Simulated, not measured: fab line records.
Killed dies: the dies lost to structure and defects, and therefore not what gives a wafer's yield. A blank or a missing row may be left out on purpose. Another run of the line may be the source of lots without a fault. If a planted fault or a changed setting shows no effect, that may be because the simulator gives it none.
The tool behind it: which one? | flow sky130 | Sampling: 10 lots, 28 wafers, 6 of 708 route steps

WHAT EACH GAUGE READ, for each wafer
SKY_RES_XHIGH_TW_MEAS_09. Usual: RES_XHIGH_TW 1631, standard deviation 12.
lot  | measured     | on            | RES_XHIGH_TW   | flag
L417 | day 27 11:02 | film metro-02 | 1635 1625 1623 |
L418 | day 28 10:46 | film metro-01 | 1649 1644 1646 |
L420 | day 28 13:16 | film metro-01 | 1636 1636 1645 |
L421 | day 29 05:31 | film metro-01 | 1648 1653 1656 |
L424 | day 29 15:53 | film metro-02 | 1615 1623 1622 |
L428 | day 30 18:04 | film metro-01 | 1634 1638 1633 |
L436 | day 33 07:31 | film metro-03 | 1632 1624      |
L437 | day 33 10:16 | film metro-01 | 1645 1650      |
L439 | day 33 17:11 | film metro-03 | 1622 1623 1617 |
L440 | day 34 01:16 | film metro-02 | 1625 1632 1629 |

SKY_SD_N_TW_MEAS_12. Usual: SD_N_TW 3954, standard deviation 33.
lot  | measured     | on            | SD_N_TW        | flag
L417 | day 28 16:37 | film metro-03 | 3934 3922 3942 |
L418 | day 29 14:53 | film metro-02 | 3930 3929 3915 |
L420 | day 29 16:43 | film metro-02 | 3927 3911 3920 |
L421 | day 30 09:35 | film metro-02 | 3974 3967 3960 |
L424 | day 30 19:22 | film metro-01 | 3973 3964 3994 |
L428 | day 31 21:38 | film metro-02 | 3957 3959 3964 |
L436 | day 34 10:22 | film metro-03 | 3938 3935      |
L437 | day 34 12:22 | film metro-02 | 3946 3978      |
L439 | day 34 20:30 | film metro-01 | 3967 3984 3969 |
L440 | day 35 03:55 | film metro-01 | 3998 4006 3995 |

SKY_CAPM_RS_MEAS_03: measurement is done with a four-point probe. Usual: CAPM_TIN_RS 6.94 ohm/sq, standard deviation 0.083.
lot  | measured     | on            | CAPM_TIN_RS (ohm/sq) | flag
L417 | day 37 00:47 | film metro-03 | 6.83 6.89 6.89       |
L418 | day 37 22:23 | film metro-04 | 6.95 7.03 7.06       |
L420 | day 38 00:54 | film metro-03 | 6.88 6.95 6.97       |
L421 | day 38 17:01 | film metro-01 | 6.84 6.89 6.80       |
L424 | day 39 00:16 | film metro-04 | 6.94 6.86 6.96       |
L428 | day 40 00:25 | film metro-04 | 6.87 6.99 6.91       |
L436 | day 42 07:08 | film metro-01 | 6.92 5.38            | OFF
L437 | day 42 08:19 | film metro-03 | 6.86 5.40            | OFF
L439 | day 42 16:00 | film metro-04 | 6.91 6.92 7.05       |
L440 | day 42 21:24 | film metro-01 | 7.01 6.99 6.97       |

SKY_CAPM_THK_MEAS_04: measures by xrf. Usual: CAPM_TIN_THK 200.2 nm, standard deviation 2.5.
lot  | measured     | on            | CAPM_TIN_THK (nm) | flag
L417 | day 37 00:55 | film metro-03 | 203.2 200.3 201.4 |
L418 | day 37 22:30 | film metro-04 | 200.0 197.6 196.7 |
L420 | day 38 01:01 | film metro-03 | 202.3 200.5 199.6 |
L421 | day 38 17:08 | film metro-01 | 204.1 200.8 204.5 |
L424 | day 39 00:23 | film metro-04 | 200.9 202.3 200.1 |
L428 | day 40 00:31 | film metro-04 | 201.6 198.4 200.2 |
L436 | day 42 07:14 | film metro-01 | 200.4 258.2       | OFF
L437 | day 42 08:25 | film metro-03 | 200.3 254.3       | OFF
L439 | day 42 16:05 | film metro-04 | 201.7 200.9 197.8 |
L440 | day 42 21:31 | film metro-01 | 199.1 198.8 199.4 |

WHAT TOOL EACH LOT RAN ON (gives the tool, then ch and the chambers of the sampled wafers, and finally the start)
lot  | SKY_LI_CONTACT_ETCH_15             | SKY_CAPM_SPUTTER_02
L417 | rie diel-04 ch 1,2,3, day 29 21:38 | pvd sputter-01, day 37 00:41
L418 | rie diel-01 ch 0,2, day 30 19:52   | pvd sputter-04, day 37 22:16
L420 | rie diel-04 ch 0,2, day 30 21:21   | pvd sputter-02, day 38 00:47
L421 | rie diel-04 ch 2,3, day 31 15:02   | pvd sputter-01, day 38 16:54
L424 | rie diel-02 ch 0,3, day 32 00:05   | pvd sputter-02, day 39 00:10
L428 | rie diel-01 ch 0,3, day 33 01:29   | pvd sputter-01, day 40 00:16
L436 | rie diel-01 ch 0,3, day 35 14:29   | pvd sputter-01, day 42 06:59
L437 | rie diel-02 ch 1,2, day 35 16:28   | pvd sputter-01, day 42 08:11
L439 | rie diel-01 ch 1,2, day 35 23:53   | pvd sputter-04, day 42 15:50
L440 | rie diel-01 ch 2,3, day 36 06:58   | pvd sputter-04, day 42 21:16
- SKY_LI_CONTACT_ETCH_15: etches PSG in C4F8/O2/Ar, stops on Si, target depth 600 nm.
- SKY_CAPM_SPUTTER_02: material TiN, target thk 200 nm, time 166.7 s.

WHAT THE TOOLS THEMSELVES READ (means of the sampled wafers that have a number; where no wafer has one, the mark that the record gives instead)
SKY_LI_CONTACT_ETCH_15. Usual: oes product au at 0.836 a.u., with a standard deviation of 0.0046.
lot  | tool        | oes product au (a.u.) | flag
L417 | rie diel-04 | 0.842                 |
L418 | rie diel-01 | 0.835                 |
L420 | rie diel-04 | 0.835                 |
L421 | rie diel-04 | 0.838                 |
L424 | rie diel-02 | 0.835                 |
L428 | rie diel-01 | 0.837                 |
L436 | rie diel-01 | 0.840                 |
L437 | rie diel-02 | 0.840                 |
L439 | rie diel-01 | 0.832                 |
L440 | rie diel-01 | 0.836                 |

SKY_CAPM_SPUTTER_02. Usual: chamber pressure pa 0.4001 Pa, standard deviation 0.00086; throttle valve pct 29.5 %, standard deviation 1.2.
lot  | tool           | chamber pressure pa (Pa) | throttle valve pct (%) | flag
L417 | pvd sputter-01 | 0.4000                   | 30.8                   |
L418 | pvd sputter-04 | 0.3997                   | 29.1                   |
L420 | pvd sputter-02 | 0.3997                   | 28.6                   |
L421 | pvd sputter-01 | 0.3999                   | 30.6                   |
L424 | pvd sputter-02 | 0.4007                   | 29.3                   |
L428 | pvd sputter-01 | 0.3998                   | 29.7                   |
L436 | pvd sputter-01 | 0.3995                   | 29.9                   |
L437 | pvd sputter-01 | 0.4002                   | 31.2                   |
L439 | pvd sputter-04 | 0.4004                   | 28.1                   |
L440 | pvd sputter-04 | 0.4007                   | 29.2                   |

THE ANSWER, worked out from the rows above alone
Rule: a lot is off if the mean of its wafers that have a number lies more than 3 standard deviations from the usual mean. A lot without any number at a reading at which 4 lots or more have one is off too. Where the step has rows for the other lots, those lots are counted as sound. Order of review: gauges by route order, followed by the tools' own readings, for which a lot's mean as printed above is used. At the first step where some lot is off, the reading lying furthest off is the one used; lots without a number count as furthest.
Off: L436, L437, at SKY_CAPM_RS_MEAS_03 (CAPM_TIN_RS).
If a tool, at a process step before that reading, ran all the lots that are off and no sound lot after the first of them, it fits. Those tools and the gauges at SKY_CAPM_RS_MEAS_03 are tried in the same way. One fits: SKY_CAPM_SPUTTER_02 on pvd sputter-01. A fault onset in the window from L428 (day 40 00:16, its last sound lot) to L436 (day 42 06:59, its first lot off) fits.

WHAT HAD BEEN PUT IN BY THE SIMULATOR
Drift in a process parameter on pvd sputter-01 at SKY_CAPM_SPUTTER_02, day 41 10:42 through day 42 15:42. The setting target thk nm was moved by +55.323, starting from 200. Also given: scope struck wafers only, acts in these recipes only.
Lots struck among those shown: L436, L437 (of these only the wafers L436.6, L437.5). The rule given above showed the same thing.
